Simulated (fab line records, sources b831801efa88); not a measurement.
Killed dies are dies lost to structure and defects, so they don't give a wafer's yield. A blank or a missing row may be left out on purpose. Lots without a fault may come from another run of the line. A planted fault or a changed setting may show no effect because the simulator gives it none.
fab line records | flow gf180mcu
record lots=24 wafers=72 last_day=34
route steps=602 shown V2@399 V3@444 M4@460 V4@480
lots that met no fault: from a run of the same line without faults
start_h: hours from the record's first day to the start of the lot's first wafer shown | wait_h: hours since the lot's step before | " the same as in the row above | L1.1+2: a row that stands for several wafers | - no value, or no start given | * or withheld: withheld | < > ~ a bound
route shown NAME@n: a module of which the file shows steps, and the number in the route of the first | usual: mean/standard deviation of fault-free wafers | same: alike in all rows | chamber/n: place in a boat | sites: the reading at each site | _std_site: their standard deviation | _edge_site: outer sites' mean less inner sites' | radius_mm: how far each site lies from the wafer's centre | mask NAME#n: copy n | behind: the tool/chamber that last shaped the wafer | hold: why the lot was held/for how many hours/how that ended | device: the transistor (n, p or np) that didn't switch | end of line: the same wafers' tests at the end of the route | a step without rows: its recipe alone | killed: dies lost to structure and defects at the first sort, not the wafer's yield | map: a wafer's dies, x killed, . not, _ none there
set.NAME: the setting as run; set.NAME@STEP: as run at that earlier step | model.NAME: the simulator's own value behind a step, which no gauge read
steps of the route over a sample of lots; a table a step, a row a wafer
services: from which hour (start_h, from the record's first day; less than 0 if before it) a tool's chamber was out of use, for how many hours, and why
## steps
# step GF_V2_ETCH_17
# recipe chemistry=C4F8/O2/Ar mask_material=KrF target=SiO2 stop_on=TiN source_w=1500 bias_w=1200 pressure_mtorr=40 c4f8_flow_sccm=withheld O2_flow_sccm=6 Ar_flow_sccm=300 time_s=withheld target_depth_a=6300
# usual oes_product_au=0.856/0.0045
# columns lot.wafer tool chamber start_h wait_h oes_product_au
L074.3 rie_diel-01 0 - - 0.856
L074.4 " 1 " " 0.855
L074.6 " 2 " " 0.859
L075.4 rie_diel-01 2 - - 0.855
L075.5 " 2 " " 0.855
L075.6 " 3 " " 0.857
L076.1 rie_diel-04 1 - - 0.858
L076.2 " 0 " " 0.853
L076.4 " 0 " " 0.863
L077.3 rie_diel-01 2 - - 0.858
L077.5 " 2 " " 0.857
L077.6 " 3 " " 0.857
L078.2 rie_diel-01 3 - - 0.866
L078.4 " 1 " " 0.854
L078.5 " 2 " " 0.853
L079.1 rie_diel-04 3 - - 0.857
L079.2 " 0 " " 0.853
L079.3 " 1 " " 0.863
L080.2 rie_diel-01 2 - - 0.863
L080.3 " 3 " " 0.846
L080.4 " 1 " " 0.857
L081.1 rie_diel-01 3 - - 0.853
L081.5 " 3 " " 0.852
L081.6 " 0 " " 0.857
L082.2 rie_diel-04 1 - - 0.857
L082.3 " 3 " " 0.858
L082.5 " 0 " " 0.855
L083.1 rie_diel-04 3 - - 0.856
L083.5 " 1 " " 0.858
L083.6 " 0 " " 0.848
L084.1 rie_diel-04 1 - - 0.859
L084.2 " 0 " " 0.862
L084.5 " 2 " " 0.862
L085.3 rie_diel-01 1 - - 0.859
L085.4 " 0 " " 0.851
L085.5 " 1 " " 0.858
L086.1 rie_diel-02 0 - - 0.859
L086.3 " 1 " " 0.861
L086.6 " 2 " " 0.855
L087.1 rie_diel-04 1 - - 0.849
L087.2 " 2 " " 0.860
L087.6 " 1 " " 0.847
L088.1 rie_diel-01 2 - - 0.855
L088.2 " 0 " " 0.859
L088.5 " 3 " " 0.860
L089.2 rie_diel-01 0 - - 0.855
L089.3 " 1 " " 0.864
L089.5 " 1 " " 0.847
L090.1 rie_diel-01 2 - - 0.860
L090.4 " 3 " " 0.845
L090.6 " 1 " " 0.867
L091.1 rie_diel-01 1 - - 0.852
L091.4 " 0 " " 0.855
L091.6 " 3 " " 0.857
L092.2 rie_diel-01 2 - - 0.854
L092.4 " 1 " " 0.864
L092.6 " 1 " " 0.852
L093.1 rie_diel-04 2 - - 0.854
L093.3 " 1 " " 0.857
L093.4 " 1 " " 0.858
L094.1 rie_diel-01 2 - - 0.858
L094.2 " 0 " " 0.863
L094.5 " 1 " " 0.855
L095.1 rie_diel-04 2 - - 0.859
L095.4 " 3 " " 0.857
L095.5 " 0 " " 0.854
L096.2 rie_diel-04 1 - - 0.849
L096.3 " 0 " " 0.852
L096.4 " 2 " " 0.853
L097.2 rie_diel-04 0 - - 0.854
L097.4 " 3 " " 0.861
L097.5 " 2 " " 0.861
# step GF_V3_OVL_MEAS_15
# usual V3_OVL=0/5.4
# columns lot.wafer tool chamber start_h wait_h V3_OVL[nm]
L074.3 overlay-01 - 509.40 0.1 5
L074.4 " - " " -8
L074.6 " - " " -3
L075.4 overlay-01 - 528.12 0.1 1
L075.5 " - " " -2
L075.6 " - " " 8
L076.1 overlay-01 - 531.28 0.1 -8
L076.2 " - " " 2
L076.4 " - " " 5
L077.3 overlay-01 - 543.65 0.1 0
L077.5 " - " " -3
L077.6 " - " " 0
L078.2 overlay-02 - 550.63 0.1 2
L078.4 " - " " -3
L078.5 " - " " 0
L079.1 overlay-02 - 561.38 0.1 -1
L079.2 " - " " -4
L079.3 " - " " 2
L080.2 overlay-02 - 565.86 0.1 -2
L080.3 " - " " -8
L080.4 " - " " -4
L081.1 overlay-01 - 581.24 0.1 2
L081.5 " - " " 1
L081.6 " - " " 4
L082.2 overlay-01 - 582.81 0.1 -1
L082.3 " - " " 5
L082.5 " - " " 8
L083.1 overlay-01 - 591.95 0.1 -4
L083.5 " - " " -3
L083.6 " - " " -11
L084.1 overlay-02 - 598.09 0.1 2
L084.2 " - " " 4
L084.5 " - " " 0
L085.3 overlay-01 - 607.71 0.1 6
L085.4 " - " " 6
L085.5 " - " " 0
L086.1 overlay-01 - 617.55 0.1 -7
L086.3 " - " " -1
L086.6 " - " " 8
L087.1 overlay-02 - 627.99 0.1 -5
L087.2 " - " " -8
L087.6 " - " " -7
L088.1 overlay-01 - 630.43 0.1 2
L088.2 " - " " -8
L088.5 " - " " 0
L089.2 overlay-02 - 634.58 0.1 -1
L089.3 " - " " 0
L089.5 " - " " 9
L090.1 overlay-02 - 644.28 0.1 4
L090.4 " - " " 15
L090.6 " - " " 19
L091.1 overlay-02 - 651.15 0.1 7
L091.4 " - " " 2
L091.6 " - " " 5
L092.2 overlay-01 - 660.68 0.1 -1
L092.4 " - " " -9
L092.6 " - " " -2
L093.1 overlay-01 - 671.13 0.1 3
L093.3 " - " " 0
L093.4 " - " " 3
L094.1 overlay-02 - 673.28 0.1 3
L094.2 " - " " -6
L094.5 " - " " 0
L095.1 overlay-02 - 676.23 0.1 0
L095.4 " - " " -3
L095.5 " - " " 0
L096.2 overlay-01 - 687.33 0.1 11
L096.3 " - " " -2
L096.4 " - " " 5
L097.2 overlay-01 - 695.58 0.1 -2
L097.4 " - " " -4
L097.5 " - " " 0
# step GF_V3_RS_MEAS_24
# recipe thk_meas_gauge=four-point-probe reads=W_of_V3_CVD_23+TiN_of_V3_SPUTTER_22+Ti_of_V3_SPUTTER_21
# usual V3_W_RS=0.325/0.0065
# columns lot.wafer tool chamber start_h wait_h V3_W_RS[ohm/sq]
L074.3 film_metro-03 - 510.34 0.1 0.320
L074.4 " - " " 0.327
L074.6 " - " " 0.331
L075.4 film_metro-02 - 529.13 0.1 0.318
L075.5 " - " " 0.317
L075.6 " - " " 0.330
L076.1 film_metro-02 - 532.21 0.1 0.313
L076.2 " - " " 0.327
L076.4 " - " " 0.329
L077.3 film_metro-01 - 544.59 0.1 0.331
L077.5 " - " " 0.320
L077.6 " - " " 0.336
L078.2 film_metro-03 - 551.57 0.1 0.333
L078.4 " - " " 0.320
L078.5 " - " " 0.320
L079.1 film_metro-02 - 562.32 0.1 0.324
L079.2 " - " " 0.333
L079.3 " - " " 0.335
L080.2 film_metro-01 - 566.78 0.1 0.330
L080.3 " - " " 0.320
L080.4 " - " " 0.330
L081.1 film_metro-02 - 582.15 0.1 0.332
L081.5 " - " " 0.318
L081.6 " - " " 0.329
L082.2 film_metro-01 - 583.73 0.1 0.321
L082.3 " - " " 0.318
L082.5 " - " " 0.319
L083.1 film_metro-01 - 592.87 0.1 0.313
L083.5 " - " " 0.328
L083.6 " - " " 0.318
L084.1 film_metro-03 - 599.00 0.1 0.334
L084.2 " - " " 0.323
L084.5 " - " " 0.334
L085.3 film_metro-03 - 608.68 0.1 0.334
L085.4 " - " " 0.323
L085.5 " - " " 0.331
L086.1 film_metro-03 - 618.47 0.1 0.333
L086.3 " - " " 0.329
L086.6 " - " " 0.332
L087.1 film_metro-02 - 628.93 0.1 0.328
L087.2 " - " " 0.316
L087.6 " - " " 0.330
L088.1 film_metro-01 - 631.37 0.1 0.323
L088.2 " - " " 0.330
L088.5 " - " " 0.321
L089.2 film_metro-02 - 635.57 0.1 0.330
L089.3 " - " " 0.330
L089.5 " - " " 0.322
L090.1 film_metro-01 - 645.22 0.1 0.336
L090.4 " - " " 0.323
L090.6 " - " " 0.337
L091.1 film_metro-01 - 652.06 0.1 0.322
L091.4 " - " " 0.332
L091.6 " - " " 0.324
L092.2 film_metro-02 - 661.66 0.1 0.320
L092.4 " - " " 0.331
L092.6 " - " " 0.328
L093.1 film_metro-03 - 672.13 0.1 0.317
L093.3 " - " " 0.328
L093.4 " - " " 0.316
L094.1 film_metro-02 - 674.27 0.1 0.315
L094.2 " - " " 0.333
L094.5 " - " " 0.333
L095.1 film_metro-03 - 677.23 0.1 0.318
L095.4 " - " " 0.326
L095.5 " - " " 0.325
L096.2 film_metro-02 - 688.27 0.1 0.332
L096.3 " - " " 0.332
L096.4 " - " " 0.324
L097.2 film_metro-03 - 696.54 0.1 0.330
L097.4 " - " " 0.331
L097.5 " - " " 0.318
# step GF_M4_SPUTTER_04
# recipe material=TiN target_thk_nm=50 power_w=6500 time_s=41.7 chamber_pressure_pa=0.4
# usual throttle_valve_pct=30.3/0.9
# columns lot.wafer tool chamber start_h wait_h throttle_valve_pct
L074.3 pvd_sputter-04 - 510.96 0.0 31.3
L074.4 " - " " 30.4
L074.6 " - " " 31.5
L075.4 pvd_sputter-02 - 529.79 0.0 30.3
L075.5 " - " " 29.3
L075.6 " - " " 30.1
L076.1 pvd_sputter-02 - 533.14 0.0 31.1
L076.2 " - " " 29.1
L076.4 " - " " 30.0
L077.3 pvd_sputter-04 - 545.21 0.0 29.5
L077.5 " - " " 31.6
L077.6 " - " " 29.5
L078.2 pvd_sputter-04 - 552.21 0.0 30.6
L078.4 " - " " 30.3
L078.5 " - " " 29.8
L079.1 pvd_sputter-02 - 562.98 0.0 29.9
L079.2 " - " " 29.2
L079.3 " - " " 30.4
L080.2 pvd_sputter-02 - 567.42 0.0 30.3
L080.3 " - " " 29.2
L080.4 " - " " 31.0
L081.1 pvd_sputter-02 - 582.81 0.0 30.2
L081.5 " - " " 30.1
L081.6 " - " " 30.4
L082.2 pvd_sputter-04 - 584.37 0.0 30.3
L082.3 " - " " 31.3
L082.5 " - " " 30.7
L083.1 pvd_sputter-03 - 593.53 0.0 31.8
L083.5 " - " " 31.6
L083.6 " - " " 29.0
L084.1 pvd_sputter-04 - 599.66 0.0 31.6
L084.2 " - " " 29.6
L084.5 " - " " 31.6
L085.3 pvd_sputter-04 - 609.33 0.0 30.2
L085.4 " - " " 29.8
L085.5 " - " " 31.7
L086.1 pvd_sputter-02 - 619.13 0.0 29.1
L086.3 " - " " 30.2
L086.6 " - " " 30.2
L087.1 pvd_sputter-04 - 629.59 0.0 30.5
L087.2 " - " " 29.8
L087.6 " - " " 31.5
L088.1 pvd_sputter-03 - 632.03 0.0 31.8
L088.2 " - " " 30.8
L088.5 " - " " 28.7
L089.2 pvd_sputter-04 - 636.46 0.0 30.8
L089.3 " - " " 30.6
L089.5 " - " " 30.5
L090.1 pvd_sputter-02 - 645.88 0.0 30.2
L090.4 " - " " 29.3
L090.6 " - " " 30.3
L091.1 pvd_sputter-02 - 652.72 0.0 31.2
L091.4 " - " " 29.2
L091.6 " - " " 31.5
L092.2 pvd_sputter-03 - 662.30 0.0 30.7
L092.4 " - " " 31.9
L092.6 " - " " 30.5
L093.1 pvd_sputter-03 - 672.79 0.0 31.5
L093.3 " - " " 30.6
L093.4 " - " " 28.6
L094.1 pvd_sputter-04 - 674.93 0.0 31.6
L094.2 " - " " 30.3
L094.5 " - " " 30.5
L095.1 pvd_sputter-02 - 677.89 0.0 29.1
L095.4 " - " " 30.1
L095.5 " - " " 29.2
L096.2 pvd_sputter-02 - 688.91 0.0 30.3
L096.3 " - " " 29.2
L096.4 " - " " 31.0
L097.2 pvd_sputter-04 - 697.18 0.0 29.7
L097.4 " - " " 31.6
L097.5 " - " " 30.6
# step GF_V4_CMP_04
# recipe material=SiO2 down_force_psi=4 platen_rpm=60 pad_velocity_m_s=0.94248
# usual motor_current_A=11.9/1.5 platen_rpm=59.99/0.039 time_to_endpoint_s=81/4.8
# columns lot.wafer tool chamber start_h wait_h motor_current_A platen_rpm time_to_endpoint_s
L074.3 cmp-02 2 535.52 0.0 13.5 59.94 83
L074.4 " 1 " " 12.1 60.00 89
L074.6 " 2 " " 13.2 59.94 94
L075.4 cmp-01 0 553.70 0.2 14.2 59.98 83
L075.5 " 1 " " 10.1 59.92 79
L075.6 " 2 " " 9.7 59.94 84
L076.4 cmp-02 0 557.38 0.0 13.9 60.00 84
L076.1 " 1 " " 12.2 59.93 76
L076.2 " 2 " " 13.7 60.02 83
L077.3 cmp-01 3 568.34 0.0 11.8 59.98 74
L077.6 " 3 " " 11.3 59.98 79
L077.5 " 0 " " 14.4 59.96 77
L078.2 cmp-02 1 574.54 0.1 12.3 59.99 75
L078.4 " 2 " " 13.8 60.03 78
L078.5 " 0 " " 13.9 59.93 86
L079.1 cmp-02 1 585.22 0.1 11.6 59.99 85
L079.2 " 2 " " 13.5 60.00 79
L079.3 " 0 " " 12.7 60.01 83
L080.4 cmp-01 2 590.29 0.0 10.4 59.97 83
L080.3 " 3 " " 11.4 60.02 80
L080.2 " 1 " " 10.2 60.02 82
L081.1 cmp-02 0 605.28 0.1 13.2 60.00 82
L081.6 " 3 " " 10.3 60.02 89
L081.5 " 0 " " 13.4 59.95 85
L082.2 cmp-02 1 606.51 0.0 11.9 59.98 75
L082.3 " 3 " " 10.4 59.98 81
L082.5 " 1 " " 11.5 60.02 83
L083.1 cmp-01 0 615.99 0.1 14.0 59.97 75
L083.5 " 2 " " 9.6 59.96 82
L083.6 " 3 " " 11.2 59.98 84
L084.2 cmp-02 0 621.44 0.0 13.4 60.02 75
L084.1 " 3 " " 9.8 59.96 80
L084.5 " 1 " " 12.1 59.99 81
L085.3 cmp-02 3 631.24 0.0 10.7 59.99 76
L085.4 " 2 " " 13.6 59.95 81
L085.5 " 0 " " 13.9 60.02 80
L086.1 cmp-01 0 639.93 0.1 14.0 60.00 70
L086.3 " 2 " " 10.4 59.99 78
L086.6 " 0 " " 13.8 59.93 81
L087.1 cmp-01 2 650.72 0.1 10.4 59.90 76
L087.2 " 1 " " 9.8 59.96 80
L087.6 " 3 " " 10.7 59.97 85
L088.1 cmp-02 2 654.05 0.1 13.4 59.98 79
L088.2 " 3 " " 10.3 60.06 86
L088.5 " 1 " " 11.9 59.99 86
L089.3 cmp-01 1 657.14 0.0 10.1 60.00 79
L089.2 " 0 " " 14.2 60.01 73
L089.5 " 2 " " 10.1 59.97 87
L090.1 cmp-01 3 666.59 0.1 11.6 59.98 77
L090.4 " 0 " " 14.4 60.00 73
L090.6 " 0 " " 13.7 60.02 79
L091.4 cmp-02 1 672.87 0.1 11.6 59.98 77
L091.1 " 2 " " 13.0 60.01 70
L091.6 " 3 " " 10.2 60.00 81
L092.4 cmp-02 2 681.75 0.1 13.7 59.99 85
L092.2 " 3 " " 10.3 60.05 79
L092.6 " 2 " " 12.9 59.99 82
L093.1 cmp-02 3 693.19 0.1 10.4 59.97 78
L093.3 " 0 " " 13.5 59.99 78
L093.4 " 1 " " 11.8 59.95 80
L094.1 cmp-01 3 694.86 0.1 11.0 59.95 85
L094.2 " 1 " " 10.3 59.97 81
L094.5 " 0 " " 14.2 59.96 80
L095.1 cmp-02 0 698.31 0.1 13.0 60.06 83
L095.4 " 1 " " 12.0 60.00 83
L095.5 " 0 " " 13.5 60.01 84
L096.4 cmp-02 2 708.49 0.0 13.2 60.03 91
L096.3 " 3 " " 10.4 59.98 82
L096.2 " 1 " " 11.7 59.99 74
L097.4 cmp-01 2 716.70 0.0 10.9 60.03 86
L097.2 " 3 " " 11.6 59.97 86
L097.5 " 2 " " 9.4 60.04 88
# step GF_V4_ETCH_17
# recipe chemistry=C4F8/O2/Ar mask_material=KrF target=SiO2 stop_on=TiN source_w=1500 bias_w=1200 pressure_mtorr=40 c4f8_flow_sccm=withheld O2_flow_sccm=6 Ar_flow_sccm=300 time_s=withheld target_depth_a=6300
# usual oes_product_au=0.856/0.0044
# columns lot.wafer tool chamber start_h wait_h oes_product_au
L074.3 rie_diel-02 3 - - 0.856
L074.4 " 0 " " 0.857
L074.6 " 2 " " 0.859
L075.4 rie_diel-04 1 - - 0.853
L075.5 " 2 " " 0.860
L075.6 " 1 " " 0.861
L076.1 rie_diel-04 2 - - 0.860
L076.2 " 1 " " 0.855
L076.4 " 3 " " 0.859
L077.3 rie_diel-04 3 - - 0.859
L077.5 " 0 " " 0.855
L077.6 " 1 " " 0.853
L078.2 rie_diel-03 2 - - 0.853
L078.4 " 3 " " 0.856
L078.5 " 0 " " 0.867
L079.1 rie_diel-03 3 - - 0.854
L079.2 " 2 " " 0.855
L079.3 " 1 " " 0.855
L080.2 rie_diel-04 1 - - 0.861
L080.3 " 3 " " 0.866
L080.4 " 2 " " 0.860
L081.1 rie_diel-02 0 - - 0.849
L081.5 " 3 " " 0.856
L081.6 " 0 " " 0.849
L082.2 rie_diel-03 2 - - 0.853
L082.3 " 3 " " 0.853
L082.5 " 3 " " 0.860
L083.1 rie_diel-02 0 - - 0.852
L083.5 " 3 " " 0.847
L083.6 " 0 " " 0.859
L084.1 rie_diel-03 0 - - 0.863
L084.2 " 2 " " 0.858
L084.5 " 0 " " 0.861
L085.3 rie_diel-04 0 - - 0.856
L085.4 " 2 " " 0.856
L085.5 " 2 " " 0.857
L086.1 rie_diel-03 1 - - 0.858
L086.3 " 0 " " 0.862
L086.6 " 1 " " 0.860
L087.1 rie_diel-02 3 - - 0.853
L087.2 " 1 " " 0.853
L087.6 " 3 " " 0.858
L088.1 rie_diel-04 0 - - 0.854
L088.2 " 3 " " 0.854
L088.5 " 2 " " 0.848
L089.2 rie_diel-03 2 - - 0.856
L089.3 " 0 " " 0.864
L089.5 " 1 " " 0.854
L090.1 rie_diel-02 2 - - 0.857
L090.4 " 1 " " 0.858
L090.6 " 3 " " 0.853
L091.1 rie_diel-03 2 - - 0.850
L091.4 " 0 " " 0.852
L091.6 " 0 " " 0.857
L092.2 rie_diel-03 1 - - 0.849
L092.4 " 3 " " 0.859
L092.6 " 0 " " 0.852
L093.1 rie_diel-02 1 - - 0.866
L093.3 " 0 " " 0.850
L093.4 " 3 " " 0.854
L094.1 rie_diel-02 1 - - 0.862
L094.2 " 2 " " 0.855
L094.5 " 1 " " 0.861
L095.1 rie_diel-02 3 - - 0.855
L095.4 " 1 " " 0.855
L095.5 " 1 " " 0.856
L096.2 rie_diel-03 1 - - 0.853
L096.3 " 3 " " 0.858
L096.4 " 0 " " 0.850
L097.2 rie_diel-03 0 - - 0.855
L097.4 " 2 " " 0.862
L097.5 " 1 " " 0.862
## services
# columns tool chamber start_h hours kind
pvd_sputter-04 - 440.63 11.4 repair
pvd_sputter-04 - 473.87 0.5 repair
rie_diel-03 1 513.53 6.3 repair
rie_diel-01 - 522.95 2.8 pm
cmp-02 - 523.76 1.1 repair
rie_diel-04 1 525.92 2.5 repair
cmp-02 - 526.91 6.9 pm
rie_diel-04 1 531.04 4.5 repair
cmp-01 - 541.34 3.9 pm
cmp-01 - 572.41 4.0 pm
cmp-02 - 578.03 0.3 repair
pvd_sputter-04 - 581.81 2.1 repair
cmp-01 - 597.33 1.9 repair
rie_diel-01 0 600.34 3.9 repair
cmp-01 - 601.74 1.7 repair
rie_diel-04 - 614.44 0.2 repair
cmp-02 - 622.35 2.0 repair
rie_diel-03 3 628.51 2.6 repair
rie_diel-04 3 628.64 3.2 repair
cmp-02 - 637.76 1.2 repair
cmp-02 - 655.31 2.5 repair
cmp-02 - 679.29 1.2 repair
cmp-02 - 697.16 1.0 repair
rie_diel-04 - 702.83 2.8 pm
## key
fault none
